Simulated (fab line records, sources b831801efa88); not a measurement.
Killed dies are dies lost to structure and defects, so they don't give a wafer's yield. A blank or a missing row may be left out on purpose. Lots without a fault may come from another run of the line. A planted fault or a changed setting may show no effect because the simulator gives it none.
Which tool did it? | flow gf180mcu | 11 lots, 33 wafers sampled, at 4 steps of a route of 602

WHAT THE GAUGES READ, wafer by wafer
GF_M1_CD_MEAS_14: target cd 230 nm. Usual: cd_nm 229.9 nm, standard deviation 1.3.
lot  | measured     | on        | cd_nm (nm)                          | flag
L924 | day 17 17:52 | cd_sem-01 | 229.3 229.2 229.6                   |
L929 | day 19 17:46 | cd_sem-01 | 231.1 230.5 230.5                   |
L932 | day 21 05:23 | cd_sem-02 | 240.3 240.7 241.3 240.8 240.2 241.1 | OFF
L934 | day 21 16:25 | cd_sem-01 | 240.0 239.4 239.6 239.8 238.7 239.5 | OFF
L936 | day 22 05:22 | cd_sem-01 | 230.4 230.6 229.5                   |
L938 | day 23 01:10 | cd_sem-02 | 228.8 229.6 228.2                   |
L941 | day 23 19:44 | cd_sem-01 | 228.3 228.0 226.9                   |
L942 | day 24 09:52 | cd_sem-02 | 227.8 227.8 229.6                   |
L943 | day 24 10:33 | cd_sem-01 | 230.3 230.8 230.1                   |
L944 | day 24 21:13 | cd_sem-02 | 229.3 229.8 228.9                   |
L945 | day 25 04:32 | cd_sem-02 | 229.9 230.5 230.2                   |

WHICH TOOL RAN EACH LOT (tool, then ch and the chambers of the sampled wafers, then the start)
lot  | GF_CONTACT_SPUTTER_23        | GF_M1_SPUTTER_03             | GF_M1_COAT_09
L924 | pvd_sputter-04, day 16 17:53 | pvd_sputter-01, day 16 18:53 | litho_track-02 ch 0, day 17 06:17
L929 | pvd_sputter-01, day 18 16:46 | pvd_sputter-02, day 18 17:33 | litho_track-01 ch 0, day 19 05:35
L932 | pvd_sputter-03, day 20 04:26 | pvd_sputter-04, day 20 05:13 | litho_track-02 ch 0, day 20 17:05
L934 | pvd_sputter-03, day 20 16:17 | pvd_sputter-02, day 20 17:04 | litho_track-02 ch 0, day 21 04:47
L936 | pvd_sputter-04, day 21 05:07 | pvd_sputter-04, day 21 05:54 | litho_track-04 ch 0, day 21 17:27
L938 | pvd_sputter-03, day 22 00:47 | pvd_sputter-02, day 22 01:34 | litho_track-04 ch 0, day 22 13:21
L941 | pvd_sputter-01, day 22 20:32 | pvd_sputter-02, day 22 21:19 | litho_track-02 ch 0, day 23 08:42
L942 | pvd_sputter-03, day 23 11:19 | pvd_sputter-02, day 23 12:06 | litho_track-02 ch 0, day 23 22:26
L943 | pvd_sputter-01, day 23 11:40 | pvd_sputter-01, day 23 12:26 | litho_track-01 ch 0, day 23 22:48
L944 | pvd_sputter-03, day 23 22:04 | pvd_sputter-01, day 23 22:51 | litho_track-04 ch 0, day 24 10:21
L945 | pvd_sputter-01, day 24 05:31 | pvd_sputter-04, day 24 06:18 | litho_track-04 ch 0, day 24 17:48
- GF_CONTACT_SPUTTER_23: material TiN, target thk 10 nm, time 40 s.
- GF_M1_SPUTTER_03: material Ti, target thk 10 nm, time 6.7 s.
- GF_M1_COAT_09: resist thk 1000 nm.

WHAT THE TOOLS THEMSELVES READ (means of the sampled wafers that have a number; where no wafer has one, the mark that the record gives instead)
GF_CONTACT_SPUTTER_23. Usual: throttle_valve_pct 30.2 %, standard deviation 0.99.
lot  | tool           | throttle_valve_pct (%) | flag
L924 | pvd_sputter-04 | 30.2                   |
L929 | pvd_sputter-01 | 29.9                   |
L932 | pvd_sputter-03 | 30.6                   |
L934 | pvd_sputter-03 | 30.5                   |
L936 | pvd_sputter-04 | 31.1                   |
L938 | pvd_sputter-03 | 30.5                   |
L941 | pvd_sputter-01 | 29.3                   |
L942 | pvd_sputter-03 | 29.7                   |
L943 | pvd_sputter-01 | 30.4                   |
L944 | pvd_sputter-03 | 31.2                   |
L945 | pvd_sputter-01 | 29.9                   |

GF_M1_SPUTTER_03. Usual: throttle_valve_pct 29.9 %, standard deviation 1.1.
lot  | tool           | throttle_valve_pct (%) | flag
L924 | pvd_sputter-01 | 29.4                   |
L929 | pvd_sputter-02 | 29.9                   |
L932 | pvd_sputter-04 | 30.6                   |
L934 | pvd_sputter-02 | 28.6                   |
L936 | pvd_sputter-04 | 30.6                   |
L938 | pvd_sputter-02 | 30.0                   |
L941 | pvd_sputter-02 | 29.3                   |
L942 | pvd_sputter-02 | 30.0                   |
L943 | pvd_sputter-01 | 30.2                   |
L944 | pvd_sputter-01 | 29.2                   |
L945 | pvd_sputter-04 | 30.5                   |

GF_M1_COAT_09. Usual: exhaust_pa 45.2 Pa, standard deviation 0.81.
lot  | tool           | exhaust_pa (Pa) | flag
L924 | litho_track-02 | 45.6            |
L929 | litho_track-01 | 45.4            |
L932 | litho_track-02 | 45.8            |
L934 | litho_track-02 | 44.7            |
L936 | litho_track-04 | 46.2            |
L938 | litho_track-04 | 44.9            |
L941 | litho_track-02 | 45.0            |
L942 | litho_track-02 | 44.9            |
L943 | litho_track-01 | 45.0            |
L944 | litho_track-04 | 45.1            |
L945 | litho_track-04 | 44.7            |

THE ANSWER, worked out from the rows above alone
Rule: a lot is off if the mean of its wafers that have a number lies more than 3 standard deviations from the usual mean. A lot without any number at a reading at which 4 lots or more have one is off too. The other lots that the step has rows for count as sound. The gauges are gone through in route order, then the tools' own readings, and for those a lot's mean is taken as printed above. The first step at which some lot is off is used, and at that step the reading that is off furthest; a lot without a number counts as furthest.
Off: L932, L934, at GF_M1_CD_MEAS_14 (cd_nm).
A tool fits if, at a process step before that reading, it ran every lot that is off, and no sound lot after the first of them. The gauges at GF_M1_CD_MEAS_14 are tried like those tools. None of those tried fits.

WHAT THE SIMULATOR HAD PUT IN
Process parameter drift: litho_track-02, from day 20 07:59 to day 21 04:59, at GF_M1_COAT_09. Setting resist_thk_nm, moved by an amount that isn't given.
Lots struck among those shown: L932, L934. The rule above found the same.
